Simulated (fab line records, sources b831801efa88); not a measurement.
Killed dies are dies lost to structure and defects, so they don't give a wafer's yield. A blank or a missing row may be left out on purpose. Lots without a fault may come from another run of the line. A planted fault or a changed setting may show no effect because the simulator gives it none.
A struck lot beside a sound one | flow sky130 | 29 steps out of a route of 708
Sound: wafers L123.3, L123.5, L123.6. Struck: wafers L125.1, L125.4, L125.5. The cause comes at the end.
At each step with rows: each side's tool, then ch and its chambers, then its first start. Under that, the readings that differ: sound wafers | struck wafers | difference of the means | sigmas: that difference in standard deviations of wafers without a fault.
alike: readings whose means differ by less than 2 such deviations, and words and numbers that are the same on both sides. not compared: withheld readings, readings that some wafer has no value for, bounds like >300 that may hide the same value, and numbers for which the record gives no deviation and whose values overlap.
The two part at a step that has a row with sigmas, a row that says differs or no value, or rows on one side only. Numbers that don't overlap but have no deviation are shown without sigmas and don't part them. A reading that every wafer of one side lacks parts them only if that side has two wafers or more.

first, 1 step without rows for these wafers: SKY_LDD_HVN_IMPLANT_08.
SKY_LDD_HVN_STRIP_09: strips in O2/N2.
  sound on plasma_asher-04 ch 0,1, day 23 02:06; struck on plasma_asher-04 ch 0,1, day 24 01:28
  alike: chamber_pressure_mTorr, drypump_motor_current_A, oes_product_au, strip_time_to_endpoint_s
  not compared: rf_hours_counter_h
SKY_LDD_HVN_TW_MEAS_10:
  sound on film_metro-03, day 23 02:11; struck on film_metro-02, day 24 01:34
  reading    | sound          | struck         | difference | sigmas
  LDD_HVN_TW | 1424 1412 1422 | 1458 1460 1452 | +37        | +2
then, 7 steps without rows for these wafers: SKY_LDD_HVP_DEHYDRATE_00 (time 60 s); SKY_LDD_HVP_HMDS_01 (prime time 60 s); SKY_LDD_HVP_COAT_02 (resist thk 300 nm); SKY_LDD_HVP_SOFTBAKE_03 (time 60 s); SKY_LDD_HVP_EXPOSE_04 (exposes mask HVPTM, target cd 700 nm); SKY_LDD_HVP_PEB_05; SKY_LDD_HVP_DEVELOP_06 (develop time 60 s).
SKY_LDD_HVP_OVL_MEAS_07:
  sound on overlay-02, day 24 06:38; struck on overlay-01, day 25 06:19
  alike: LDD_HVP_OVL
then, 1 step without rows for these wafers: SKY_LDD_HVP_IMPLANT_08.
SKY_LDD_HVP_STRIP_09: strips in O2/N2.
  sound on plasma_asher-04 ch 0,1, day 24 06:51; struck on plasma_asher-03 ch 0,1, day 25 06:31
  no value came back on the struck wafers for chamber_pressure_mTorr (mTorr), drypump_motor_current_A (A), oes_product_au (a.u.), strip_time_to_endpoint_s (s); on the sound wafers chamber_pressure_mTorr (mTorr) reads 1502.0 1498.4 1499.8
  reading                                      | sound | struck            | difference | sigmas
  model.NOVOLAK_of_LDD_HVP_COAT_02.thk_nm (nm) | 0 0 0 | 298.5 299.6 299.4 | +299.2     |
  not compared: rf_hours_counter_h
SKY_LDD_HVP_TW_MEAS_10:
  sound on film_metro-02, day 24 06:56; struck on film_metro-02, day 25 06:37
  alike: LDD_HVP_TW
then, 7 steps without rows for these wafers: SKY_LDD_LDN_DEHYDRATE_00 (time 60 s); SKY_LDD_LDN_HMDS_01 (prime time 60 s); SKY_LDD_LDN_COAT_02 (resist thk 1140 nm); SKY_LDD_LDN_SOFTBAKE_03 (time 60 s); SKY_LDD_LDN_EXPOSE_04 (exposes mask LDNTM, target cd 700 nm); SKY_LDD_LDN_PEB_05; SKY_LDD_LDN_DEVELOP_06 (develop time 60 s).
SKY_LDD_LDN_OVL_MEAS_07:
  sound on overlay-02, day 25 11:14; struck on overlay-01, day 26 11:26
  reading          | sound         | struck      | difference | sigmas
  LDD_LDN_OVL (nm) | 0.2 -1.3 -1.0 | 2.3 2.5 2.3 | +3.1       | +2
then, 4 steps without rows for these wafers: SKY_LDD_LDN_IMPLANT_08; SKY_LDD_LDN_IMPLANT_09; SKY_LDD_LDN_IMPLANT_10; SKY_LDD_LDN_IMPLANT_11.
SKY_LDD_LDN_STRIP_12: strips in O2/N2.
  sound on plasma_asher-04 ch 0,1, day 25 11:54; struck on plasma_asher-02 ch 1, day 26 12:04
  reading                      | sound             | struck            | difference | sigmas
  strip_time_to_endpoint_s (s) | 14.21 14.18 14.17 | 18.74 18.73 18.70 | +4.54      | +99 or more
  alike: chamber_pressure_mTorr, drypump_motor_current_A, oes_product_au
  not compared: rf_hours_counter_h
SKY_LDD_LDN_TW_MEAS_13:
  sound on film_metro-02, day 25 11:59; struck on film_metro-01, day 26 12:10
  reading    | sound          | struck   | difference | sigmas
  LDD_LDN_TW | 1498 1497 1500 | 30 30 30 | -1468      | -70
then, 1 step without rows for these wafers: SKY_LDD_LDN_CLEAN_14 (cleans in SC1/SC2, time 150 s).

WHERE THEY PART
First at SKY_LDD_HVN_TW_MEAS_10; last, within this record, at SKY_LDD_LDN_TW_MEAS_13.

WHY: what the simulator had put in
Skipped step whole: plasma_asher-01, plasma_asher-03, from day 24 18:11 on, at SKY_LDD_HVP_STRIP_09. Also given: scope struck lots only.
